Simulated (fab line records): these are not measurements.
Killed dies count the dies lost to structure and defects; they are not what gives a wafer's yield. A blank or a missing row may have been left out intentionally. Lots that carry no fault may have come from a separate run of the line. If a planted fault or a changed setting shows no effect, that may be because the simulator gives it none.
Which of the tools did it? :: flow sky130 :: 10 lots, 30 wafers sampled, at 3 steps of a route of 708

WHAT THE GAUGES READ, wafer by wafer
SKY_METAL1_CD_MEAS_15: target cd 140 nm.
lot: L838
measured: day 33 02:39
on: cd-sem-01
cd-nm (nm): 141.2 139.6 140.6

lot: L839
measured: day 33 02:52
on: cd-sem-02
cd-nm (nm): 144.7 145.1 144.2

lot: L842
measured: day 34 12:41
on: cd-sem-01
cd-nm (nm): 142.7 139.2 141.1

lot: L843
measured: day 35 18:35
on: cd-sem-01
cd-nm (nm): 136.2 138.0 139.1

lot: L845
measured: day 35 18:49
on: cd-sem-01
cd-nm (nm): 140.0 140.6 140.9

lot: L846
measured: day 35 21:13
on: cd-sem-01
cd-nm (nm): 143.5 142.6 141.7

lot: L849
measured: day 37 01:35
on: cd-sem-01
cd-nm (nm): 144.5 143.2 144.9

lot: L852
measured: day 37 22:50
on: cd-sem-02
cd-nm (nm): 138.6 138.2 138.0

lot: L859
measured: day 39 19:25
on: cd-sem-02
cd-nm (nm): 159.0 158.8 158.3 158.7 158.7 158.6

lot: L861
measured: day 40 01:12
on: cd-sem-02
cd-nm (nm): 159.3 160.3 159.7 159.0 160.1 159.9

TOOL THAT RAN EACH LOT (tool first, then ch and the chambers of the sampled wafers, then the start)
lot: L838
SKY_CONTACT_ETCH_17: rie-diel-02 ch 0,1,2, day 31 22:05
SKY_METAL1_EXPOSE_12: krf-scanner-01 ch 0, day 32 13:34

lot: L839
SKY_CONTACT_ETCH_17: rie-diel-01 ch 0,2,3, day 31 22:13
SKY_METAL1_EXPOSE_12: krf-scanner-02 ch 0, day 32 13:46

lot: L842
SKY_CONTACT_ETCH_17: rie-diel-03 ch 0,3, day 33 08:10
SKY_METAL1_EXPOSE_12: krf-scanner-02 ch 0, day 33 23:58

lot: L843
SKY_CONTACT_ETCH_17: rie-diel-03 ch 1,2, day 33 20:07
SKY_METAL1_EXPOSE_12: krf-scanner-01 ch 0, day 34 10:48

lot: L845
SKY_CONTACT_ETCH_17: rie-diel-02 ch 0,1,3, day 33 20:56
SKY_METAL1_EXPOSE_12: krf-scanner-02 ch 0, day 34 11:17

lot: L846
SKY_CONTACT_ETCH_17: rie-diel-01 ch 0,1,3, day 34 05:08
SKY_METAL1_EXPOSE_12: krf-scanner-01 ch 0, day 34 20:05

lot: L849
SKY_CONTACT_ETCH_17: rie-diel-03 ch 0,2,3, day 35 23:56
SKY_METAL1_EXPOSE_12: krf-scanner-01 ch 0, day 36 13:17

lot: L852
SKY_CONTACT_ETCH_17: rie-diel-03 ch 0,1,2, day 36 20:32
SKY_METAL1_EXPOSE_12: krf-scanner-01 ch 0, day 37 09:35

lot: L859
SKY_CONTACT_ETCH_17: rie-diel-03 ch 0,1,3, day 38 17:11
SKY_METAL1_EXPOSE_12: krf-scanner-02 ch 0, day 39 07:06

lot: L861
SKY_CONTACT_ETCH_17: rie-diel-03 ch 1,3, day 38 23:02
SKY_METAL1_EXPOSE_12: krf-scanner-02 ch 0, day 39 11:11
- SKY_CONTACT_ETCH_17: etches SiO2 in C4F8/O2/Ar, stops on Si3N4, target depth 340 nm.
- SKY_METAL1_EXPOSE_12: exposes mask MM1, target cd 140 nm.

THE ANSWER, worked out from the rows above alone
Rule: what is usual is taken from the lots themselves. Put in order of their means at a reading, lots are off if they are a third of the lots or fewer, leave a main group of 4 or more, and stand apart from it by a gap of 3 or more times the standard deviation of the main group's means; of several such gaps the widest counts. A main group is skipped when, at the precision printed for the reading in the tables above, its means are all equal. Also off: a lot with no number at a reading for which 4 or more lots have one. Where the step has rows for the other lots, those lots are counted as sound.
Off at SKY_METAL1_CD_MEAS_15 (cd-nm): L859, L861. The main group has a mean of 141.2 nm with a standard deviation of 2.4.
A tool fits if, at a process step before that reading, it ran every lot that is off, and no sound lot after the first of them. The gauges at SKY_METAL1_CD_MEAS_15 are tried like those tools. Can't be told from this: 3 tools fit, rie-diel-03 at SKY_CONTACT_ETCH_17, krf-scanner-02 at SKY_METAL1_EXPOSE_12, cd-sem-02 at SKY_METAL1_CD_MEAS_15.

WHAT WAS PUT IN BY THE SIMULATOR
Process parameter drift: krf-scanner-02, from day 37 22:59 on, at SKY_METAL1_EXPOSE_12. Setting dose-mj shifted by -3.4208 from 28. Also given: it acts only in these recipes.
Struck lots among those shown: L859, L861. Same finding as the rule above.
